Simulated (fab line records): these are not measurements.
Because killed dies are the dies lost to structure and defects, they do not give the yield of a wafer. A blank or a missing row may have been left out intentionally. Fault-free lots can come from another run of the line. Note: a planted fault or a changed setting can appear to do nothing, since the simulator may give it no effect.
fab line records ; flow sky130
[record] lots = 12; wafers = 36; last_day = 50
route steps=708 shown VIA2@510 METAL3@532 CAPM@551 PAD_OPEN@708
lots untouched by any fault: they come from a run of this same line in which no faults occurred
start_h: hours from the record's first day to the start of the lot's first wafer shown ; wait_h: hours elapsed since this lot's preceding step ; " as in the row above ; L1.1+2: one row covering several wafers at once ; - value missing, or start not given ; * or withheld: withheld ; < > ~ a bound
route shown NAME@n: NAME is a module with steps in the file, n the number in the route of the first one ; usual: mean/standard deviation of fault-free wafers ; same: alike in all rows ; chamber/n: place in a boat ; sites: each site's reading ; _std_site: their standard deviation ; _edge_site: outer sites' mean less inner sites' ; radius_mm: for every site, how far away it sits from the centre of the wafer ; mask NAME#n: copy n ; behind: the tool/chamber that last shaped the wafer ; hold: reason for holding the lot/hours on hold/outcome of the hold ; device: names the non-switching transistor (n, p or np) ; end of line: the tests these same wafers got at the end of their route ; a step given without rows: its recipe and nothing more ; killed: the dies lost at the first sort to structure and to defects; this is not the yield of the wafer ; map: dies across one wafer; x = killed, . = not, _ = none there
set.NAME: the setting as run; set.NAME@STEP: as run at that earlier step ; model.NAME: the simulator's own value behind a step, which no gauge read
one table for each step of the route and one row for each wafer, over a sample of lots
services: when a tool's chamber went out of use (start_h, in hours from the record's first day, below 0 if earlier), for how many hours, and the reason
[[steps]]
[step SKY_VIA2_BOW_MEAS_03]
[recipe] mode = bow
[usual] VIA2_BOW = 86/7.1
lot.wafer;tool;chamber;start_h;wait_h;VIA2_BOW[um]
L143.4;film_metro-01;-;827.38;0.2;93
L143.5;film_metro-01;-;827.38;0.2;94
L143.6;film_metro-01;-;827.38;0.2;79
L144.4;film_metro-02;-;831.06;0.3;80
L144.5;film_metro-02;-;831.06;0.3;81
L144.6;film_metro-02;-;831.06;0.3;94
L145.3;film_metro-01;-;832.61;0.2;91
L145.4;film_metro-01;-;832.61;0.2;92
L145.6;film_metro-01;-;832.61;0.2;89
L147.1;film_metro-01;-;847.77;0.1;91
L147.2;film_metro-01;-;847.77;0.1;92
L147.4;film_metro-01;-;847.77;0.1;81
L152.2;film_metro-03;-;883.59;0.3;84
L152.3;film_metro-03;-;883.59;0.3;85
L152.6;film_metro-03;-;883.59;0.3;84
L153.1;film_metro-03;-;885.75;0.1;88
L153.3;film_metro-03;-;885.75;0.1;79
L153.6;film_metro-03;-;885.75;0.1;88
L154.1;film_metro-01;-;899.35;0.1;90
L154.2;film_metro-01;-;899.35;0.1;96
L154.6;film_metro-01;-;899.35;0.1;89
L155.1;film_metro-02;-;904.57;0.1;84
L155.3;film_metro-02;-;904.57;0.1;68
L155.5;film_metro-02;-;904.57;0.1;86
L161.1;film_metro-03;-;958.61;0.1;97
L161.3;film_metro-03;-;958.61;0.1;84
L161.4;film_metro-03;-;958.61;0.1;69
L164.1;film_metro-02;-;987.56;0.2;97
L164.4;film_metro-02;-;987.56;0.2;87
L164.5;film_metro-02;-;987.56;0.2;90
L166.1;film_metro-01;-;988.16;0.2;90
L166.3;film_metro-01;-;988.16;0.2;88
L166.5;film_metro-01;-;988.16;0.2;92
L165.3;film_metro-03;-;995.06;0.2;94
L165.4;film_metro-03;-;995.06;0.2;88
L165.5;film_metro-03;-;995.06;0.2;77
[step SKY_METAL3_SPUTTER_00]
[recipe] material = Ti; target_thk_nm = 15; power_w = 3000; time_s = 10; chamber_pressure_pa = 0.4
[usual] cathode_dc_power_W = 3000.1/0.49; chamber_pressure_pa = 0.4000/0.00077; throttle_valve_pct = 30.1/1.2
lot.wafer;tool;chamber;start_h;wait_h;cathode_dc_power_W;chamber_pressure_pa;throttle_valve_pct
L143.4;pvd_sputter-04;-;855.07;0.1;3000.1;0.3992;30.2
L143.5;pvd_sputter-04;-;855.07;0.1;2999.5;0.3995;30.3
L143.6;pvd_sputter-04;-;855.07;0.1;3000.1;0.4010;29.8
L144.4;pvd_sputter-04;-;857.50;0.1;2999.9;0.4013;30.7
L144.5;pvd_sputter-04;-;857.50;0.1;2999.8;0.3992;30.4
L144.6;pvd_sputter-04;-;857.50;0.1;2999.2;0.4003;30.5
L145.3;pvd_sputter-01;-;860.03;0.1;2999.6;0.4002;29.7
L145.4;pvd_sputter-01;-;860.03;0.1;2999.5;0.4002;28.7
L145.6;pvd_sputter-01;-;860.03;0.1;3000.1;0.4007;29.9
L147.1;pvd_sputter-04;-;874.78;0.1;2999.9;0.4004;30.0
L147.2;pvd_sputter-04;-;874.78;0.1;2999.6;0.3999;30.1
L147.4;pvd_sputter-04;-;874.78;0.1;2999.4;0.4005;30.7
L152.2;pvd_sputter-03;-;910.25;0.2;2999.7;0.4010;28.6
L152.3;pvd_sputter-03;-;910.25;0.2;3000.9;0.3994;30.7
L152.6;pvd_sputter-03;-;910.25;0.2;3001.3;0.4025;28.2
L153.1;pvd_sputter-04;-;912.46;0.1;2999.8;0.4005;31.0
L153.3;pvd_sputter-04;-;912.46;0.1;2999.7;0.3994;29.9
L153.6;pvd_sputter-04;-;912.46;0.1;3000.6;0.3997;30.6
L154.1;pvd_sputter-04;-;925.85;0.1;3000.3;0.3998;30.5
L154.2;pvd_sputter-04;-;925.85;0.1;3000.4;0.4003;30.2
L154.6;pvd_sputter-04;-;925.85;0.1;3000.4;0.4002;30.3
L155.1;pvd_sputter-04;-;930.85;0.2;3000.0;0.3982;30.4
L155.3;pvd_sputter-04;-;930.85;0.2;3000.3;0.3999;29.8
L155.5;pvd_sputter-04;-;930.85;0.2;3000.1;0.3997;30.5
L161.1;pvd_sputter-03;-;984.26;0.1;2999.7;0.3996;30.4
L161.3;pvd_sputter-03;-;984.26;0.1;3000.2;0.4008;28.9
L161.4;pvd_sputter-03;-;984.26;0.1;3001.2;0.3988;33.0
L164.1;pvd_sputter-03;-;1012.85;0.2;3000.5;0.4012;32.9
L164.4;pvd_sputter-03;-;1012.85;0.2;2999.9;0.4001;28.6
L164.5;pvd_sputter-03;-;1012.85;0.2;3000.9;0.3991;28.2
L166.1;pvd_sputter-04;-;1013.63;0.1;3000.2;0.4017;29.5
L166.3;pvd_sputter-04;-;1013.63;0.1;3000.2;0.4006;30.3
L166.5;pvd_sputter-04;-;1013.63;0.1;2999.0;0.4001;30.3
L165.3;pvd_sputter-04;-;1019.20;0.1;3000.3;0.3986;30.5
L165.4;pvd_sputter-04;-;1019.20;0.1;2999.9;0.3982;29.8
L165.5;pvd_sputter-04;-;1019.20;0.1;2999.9;0.3990;29.9
[step SKY_CAPM_STRIP_14]
[recipe] chemistry = O2/N2; power_w = 1400; pressure_mtorr = 1500; platen_temp_c = withheld; o2_flow_sccm = 3000; n2_flow_sccm = 300; overash_fraction = 0.5
[usual] chamber_pressure_mTorr = 1499.9/1.3; drypump_motor_current_A = 5.8/0.51; oes_product_au = 0.710/0.0049; strip_time_to_endpoint_s = 12.63/0.036
lot.wafer;tool;chamber;start_h;wait_h;chamber_pressure_mTorr;drypump_motor_current_A;oes_product_au;rf_hours_counter_h;strip_time_to_endpoint_s
L143.4;plasma_asher-03;0;881.30;0.1;1497.7;5.5;0.709;-;12.60
L143.5;plasma_asher-03;0;881.30;0.1;1500.3;5.5;0.709;-;12.64
L143.6;plasma_asher-03;1;881.30;0.1;1498.3;6.4;0.714;-;12.62
L144.4;plasma_asher-04;0;883.75;0.1;1501.3;6.1;0.707;-;12.66
L144.5;plasma_asher-04;0;883.75;0.1;1499.4;6.2;0.710;-;12.62
L144.6;plasma_asher-04;1;883.75;0.1;1500.5;5.1;0.711;-;12.62
L145.3;plasma_asher-04;1;886.42;0.1;1500.3;5.1;0.700;-;12.64
L145.4;plasma_asher-04;0;886.42;0.1;1502.1;6.2;0.707;-;12.61
L145.6;plasma_asher-04;1;886.42;0.1;1499.2;5.1;0.709;-;12.65
L147.1;plasma_asher-03;0;900.44;0.1;1500.1;5.5;0.714;98;12.56
L147.2;plasma_asher-03;1;900.44;0.1;1498.6;6.5;0.710;98;12.57
L147.4;plasma_asher-03;1;900.44;0.1;1500.0;6.5;0.710;-;12.62
L152.2;plasma_asher-01;0;934.66;0.1;1498.9;5.5;0.710;84;12.62
L152.3;plasma_asher-01;0;934.66;0.1;1500.4;5.5;0.718;-;12.60
L152.6;plasma_asher-01;1;934.66;0.1;1501.2;6.4;0.708;-;12.61
L153.1;plasma_asher-04;0;937.28;0.1;1501.4;6.2;0.714;51;12.59
L153.3;plasma_asher-04;0;937.28;0.1;1499.4;6.2;0.709;-;12.61
L153.6;plasma_asher-04;0;937.28;0.1;1499.7;6.2;0.716;-;12.60
L154.1;plasma_asher-01;0;950.21;0.1;1499.9;5.5;0.716;86;12.64
L154.2;plasma_asher-01;1;950.21;0.1;1497.7;6.4;0.712;86;12.62
L154.6;plasma_asher-01;0;950.21;0.1;1499.2;5.5;0.710;-;12.60
L155.1;plasma_asher-04;1;960.49;0.1;1501.8;5.1;0.709;53;12.61
L155.3;plasma_asher-04;0;960.49;0.1;1500.2;6.1;0.710;-;12.62
L155.5;plasma_asher-04;1;960.49;0.1;1500.6;5.1;0.706;-;12.61
L161.1;plasma_asher-01;0;1008.68;0.1;1501.5;5.5;0.706;91;12.72
L161.3;plasma_asher-01;1;1008.68;0.1;1498.7;6.4;0.713;-;12.69
L161.4;plasma_asher-01;0;1008.68;0.1;1500.3;5.5;0.699;-;12.69
L164.1;plasma_asher-01;1;1035.29;0.1;-;-;-;-;-
L164.4;plasma_asher-01;0;1035.29;0.1;-;-;-;-;-
L164.5;plasma_asher-01;0;1035.29;0.1;-;-;-;-;-
L166.1;plasma_asher-01;0;1036.39;0.1;1500.6;5.5;0.719;96;12.67
L166.3;plasma_asher-01;0;1036.39;0.1;1499.4;5.5;0.709;-;12.67
L166.5;plasma_asher-01;1;1036.39;0.1;1501.6;6.4;0.710;-;12.64
L165.3;plasma_asher-04;0;1041.52;0.1;-;-;-;-;-
L165.4;plasma_asher-04;1;1041.52;0.1;-;-;-;-;-
L165.5;plasma_asher-04;1;1041.52;0.1;-;-;-;-;-
[step SKY_METAL3_CD_MEAS_13]
[recipe] target_cd_nm = 300
[usual] cd_nm = 299.7/1.3
lot.wafer;tool;chamber;start_h;wait_h;cd_nm
L143.4;cd_sem-02;-;907.15;-;300.3
L143.5;cd_sem-02;-;907.15;-;300.2
L143.6;cd_sem-02;-;907.15;-;300.2
L144.4;cd_sem-01;-;909.26;-;299.5
L144.5;cd_sem-01;-;909.26;-;296.8
L144.6;cd_sem-01;-;909.26;-;298.4
L145.3;cd_sem-01;-;912.62;-;300.0
L145.4;cd_sem-01;-;912.62;-;299.6
L145.6;cd_sem-01;-;912.62;-;300.8
L147.1;cd_sem-01;-;926.13;-;300.6
L147.2;cd_sem-01;-;926.13;-;301.4
L147.4;cd_sem-01;-;926.13;-;300.3
L152.2;cd_sem-02;-;959.72;-;300.4
L152.3;cd_sem-02;-;959.72;-;301.3
L152.6;cd_sem-02;-;959.72;-;299.0
L153.1;cd_sem-01;-;962.59;-;301.2
L153.3;cd_sem-01;-;962.59;-;297.9
L153.6;cd_sem-01;-;962.59;-;299.3
L154.1;cd_sem-01;-;974.19;-;300.0
L154.2;cd_sem-01;-;974.19;-;298.9
L154.6;cd_sem-01;-;974.19;-;298.3
L155.1;cd_sem-01;-;985.28;-;300.2
L155.3;cd_sem-01;-;985.28;-;300.3
L155.5;cd_sem-01;-;985.28;-;301.1
L161.1;cd_sem-02;-;1031.73;-;300.2
L161.3;cd_sem-02;-;1031.73;-;301.2
L161.4;cd_sem-02;-;1031.73;-;300.0
L166.1;cd_sem-01;-;1059.69;-;298.4
L166.3;cd_sem-01;-;1059.69;-;299.5
L166.5;cd_sem-01;-;1059.69;-;298.5
[step SKY_PAD_OPEN_PROBE_99]
[usual] defect_limited_yield = 82.5/1.8; killed_at_M0_to_M3 = 43/5.9; killed_at_M4_up = 3.3/1.9; killed_at_contacts = 24/5.6; killed_at_front_end = 15/4.1; killed_at_other = 0.4/0.66; killed_dies = 86/9; killed_on_rim = 17/3.7; killed_open = 47/6.9; killed_short = 39/6.2; sort_bin_3_pad_short = 0.9/0.45; sort_bin_5_function = 10.3/1.4; sort_bin_6_memory = 6.3/1.2; sort_n_pass = 406/9; sort_yield_pct = 82.5/1.8
[same] gross_dies = 492; killed_at_back_side = 0; sort_bin_4_leakage[%] = 0; sort_bin_8_speed[%] = 0
lot.wafer;tool;chamber;start_h;wait_h;defect_limited_yield[%];killed_at_M0_to_M3;killed_at_M4_up;killed_at_contacts;killed_at_front_end;killed_at_other;killed_dies;killed_on_rim;killed_open;killed_short;sort_bin_3_pad_short[%];sort_bin_5_function[%];sort_bin_6_memory[%];sort_n_pass;sort_yield_pct[%]
L154.1;prober-01;-;1132.15;0.1;82.9;41;3;21;19;0;84;17;54;30;0.6;10.6;5.9;408;82.9
L154.2;prober-01;-;1132.20;0.1;83.5;47;3;16;13;2;81;9;46;35;0.8;11.0;4.7;411;83.5
L154.6;prober-01;-;1132.40;0.2;80.3;46;5;33;13;0;97;21;55;42;1.2;9.8;8.7;395;80.3
L155.1;prober-02;-;1145.72;0.1;85.4;37;1;25;9;0;72;17;46;25;0;9.6;5.1;420;85.4
L155.3;prober-02;-;1145.82;0.2;81.3;39;2;39;11;1;92;19;45;47;1.0;11.6;6.1;400;81.3
L155.5;prober-02;-;1145.92;0.2;84.8;34;2;22;15;2;75;16;28;47;0.6;9.3;5.3;417;84.8
L164.1;prober-02;-;1199.21;0.1;0.4;10;0;6;3;471;490;96;14;5;20.1;76.6;2.8;2;0.4
L164.4;prober-02;-;1199.36;0.2;0.2;8;0;8;3;472;491;95;11;8;20.7;76.6;2.4;1;0.2
L164.5;prober-02;-;1199.41;0.2;0.4;8;0;8;1;473;490;96;9;8;24.6;72.2;2.8;2;0.4
L165.3;prober-01;-;1203.07;0.2;0.6;7;1;6;1;474;489;96;8;7;23.4;73.2;2.8;3;0.6
L165.4;prober-01;-;1203.12;0.2;0.2;10;3;3;5;470;491;96;11;9;22.6;75.4;1.8;1;0.2
L165.5;prober-01;-;1203.17;0.2;0.8;6;0;4;1;477;488;95;7;4;29.7;67.1;2.4;4;0.8
// killed by level:class
L154.1 VIA1:geometric_particle:open=11 LI_CONTACT:geometric_particle:open=10 VIA2:geometric_particle:open=9 FIELD_ISO:geometric_particle:short=6 CONTACT:geometric_particle:open=6 POLY_GATE:geometric_particle:short=5 VIA3:geometric_particle:open=5 METAL1:geometric_particle:short=4
L154.2 VIA1:geometric_particle:open=14 VIA2:geometric_particle:open=9 LI_CONTACT:geometric_particle:open=5 LOCAL_INTERCONNECT:geometric_particle:short=5 VIA1:geometric_particle:short=5 METAL1:geometric_particle:short=4 VIA3:geometric_particle:open=4 FIELD_ISO:geometric_particle:short=3
L154.6 VIA1:geometric_particle:open=14 CONTACT:geometric_particle:open=12 CONTACT:geometric_particle:short=9 LI_CONTACT:geometric_particle:open=8 VIA3:geometric_particle:open=7 METAL2:geometric_particle:short=6 FIELD_ISO:geometric_particle:short=5 METAL1:geometric_particle:short=5
L155.1 VIA1:geometric_particle:open=11 CONTACT:geometric_particle:open=8 LI_CONTACT:geometric_particle:open=7 VIA2:geometric_particle:open=5 LOCAL_INTERCONNECT:geometric_particle:short=4 CONTACT:geometric_particle:short=4 FIELD_ISO:geometric_particle:open=3 VIA1:geometric_particle:short=3
L155.3 LI_CONTACT:geometric_particle:open=15 CONTACT:geometric_particle:open=11 METAL1:geometric_particle:short=7 VIA2:geometric_particle:open=7 METAL2:geometric_particle:short=6 LI_CONTACT:geometric_particle:short=5 CONTACT:geometric_particle:short=5 VIA1:geometric_particle:open=5
L155.5 METAL2:geometric_particle:short=9 LI_CONTACT:geometric_particle:open=7 FIELD_ISO:geometric_particle:short=6 LOCAL_INTERCONNECT:geometric_particle:short=5 VIA2:geometric_particle:open=5 LI_CONTACT:geometric_particle:short=4 METAL1:geometric_particle:short=4 VIA2:geometric_particle:short=4
L164.1 CAPM:plasma_strip_residue=471 CONTACT:geometric_particle:open=6 VIA1:geometric_particle:open=3 METAL2:geometric_particle:short=2 VIA2:geometric_particle:open=2 FIELD_ISO:geometric_particle:open=1 FIELD_ISO:geometric_particle:short=1 VIA2:geometric_particle:short=1
L164.4 CAPM:plasma_strip_residue=472 LOCAL_INTERCONNECT:geometric_particle:short=3 FIELD_ISO:geometric_particle:short=2 LI_CONTACT:geometric_particle:open=2 CONTACT:geometric_particle:open=2 VIA1:geometric_particle:open=2 VIA3:geometric_particle:open=2 METAL1:geometric_particle:short=1
L164.5 CAPM:plasma_strip_residue=473 LI_CONTACT:geometric_particle:short=2 LI_CONTACT:geometric_particle:open=2 CONTACT:geometric_particle:short=2 CONTACT:geometric_particle:open=2 METAL2:geometric_particle:short=2 VIA3:geometric_particle:open=2 FIELD_ISO:geometric_particle:open=1
L165.3 CAPM:plasma_strip_residue=474 CONTACT:geometric_particle:open=3 CONTACT:geometric_particle:short=2 VIA1:geometric_particle:open=2 POLY_GATE:geometric_particle:short=1 LI_CONTACT:geometric_particle:open=1 METAL1:geometric_particle:short=1 VIA1:geometric_particle:short=1
L165.4 CAPM:plasma_strip_residue=470 VIA1:geometric_particle:open=3 FIELD_ISO:geometric_particle:short=2 LI_CONTACT:geometric_particle:open=2 POLY_GATE:geometric_particle:open=2 METAL2:geometric_particle:short=2 METAL4:geometric_particle:short=2 CONTACT:geometric_particle:short=1
L165.5 CAPM:plasma_strip_residue=477 CONTACT:geometric_particle:open=3 VIA1:geometric_particle:open=2 VIA2:geometric_particle:short=2 POLY_GATE:geometric_particle:open=1 LI_CONTACT:geometric_particle:short=1 METAL1:geometric_particle:short=1 VIA3:geometric_particle:open=1
[[services]]
tool;chamber;start_h;hours;kind
pvd_sputter-01;-;831.63;4.3;repair
plasma_asher-01;-;837.06;2.1;repair
pvd_sputter-01;-;840.94;0.5;repair
pvd_sputter-03;-;855.91;0.9;repair
pvd_sputter-01;1;880.30;-;consumable_replace:kit
pvd_sputter-01;1;880.30;18.0;scheduled_down
pvd_sputter-01;1;880.30;18.0;vent_cycle
pvd_sputter-04;-;889.97;1.9;repair
pvd_sputter-04;-;950.55;2.1;repair
plasma_asher-01;-;958.02;2.6;repair
plasma_asher-01;-;963.67;7.7;repair
pvd_sputter-04;2;971.80;-;consumable_replace:kit
pvd_sputter-04;2;971.80;18.0;scheduled_down
pvd_sputter-04;2;971.80;18.0;vent_cycle
plasma_asher-03;-;983.04;53.2;repair
pvd_sputter-03;-;994.27;2.5;repair
pvd_sputter-03;3;1010.57;-;consumable_replace:kit
pvd_sputter-03;3;1010.57;18.0;scheduled_down
pvd_sputter-03;3;1010.57;18.0;vent_cycle
pvd_sputter-01;0;1031.86;-;consumable_replace:kit
pvd_sputter-01;0;1031.86;18.0;scheduled_down
pvd_sputter-01;0;1031.86;18.0;vent_cycle
[[key]]
[first_sign] step = SKY_CAPM_STRIP_14; reading = tool_record; direction = missing
[effect] step = SKY_PAD_OPEN_PROBE_99; reading = killed_at_other; direction = up; sigmas = 99+; usual = 0.4; struck = 472.8
met_at SKY_CAPM_STRIP_14
struck_lots L164,L165
later_rows_left_out L164.1,L164.4,L164.5,L165.3,L165.4,L165.5
not_acting_at SKY_VIA2_BOW_MEAS_03,SKY_METAL3_SPUTTER_00,SKY_METAL3_CD_MEAS_13
onset_between 1008.68 1035.29
[fault] kind = skipped_step_whole; tool = plasma_asher-01,plasma_asher-04; chamber = -; onset_h = 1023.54; steps = SKY_CAPM_STRIP_14; scope = struck_lots_only
// later_rows_left_out: the simulator's readings of these wafers behind a module that went badly wrong aren't trusted and aren't shown, but for the sort
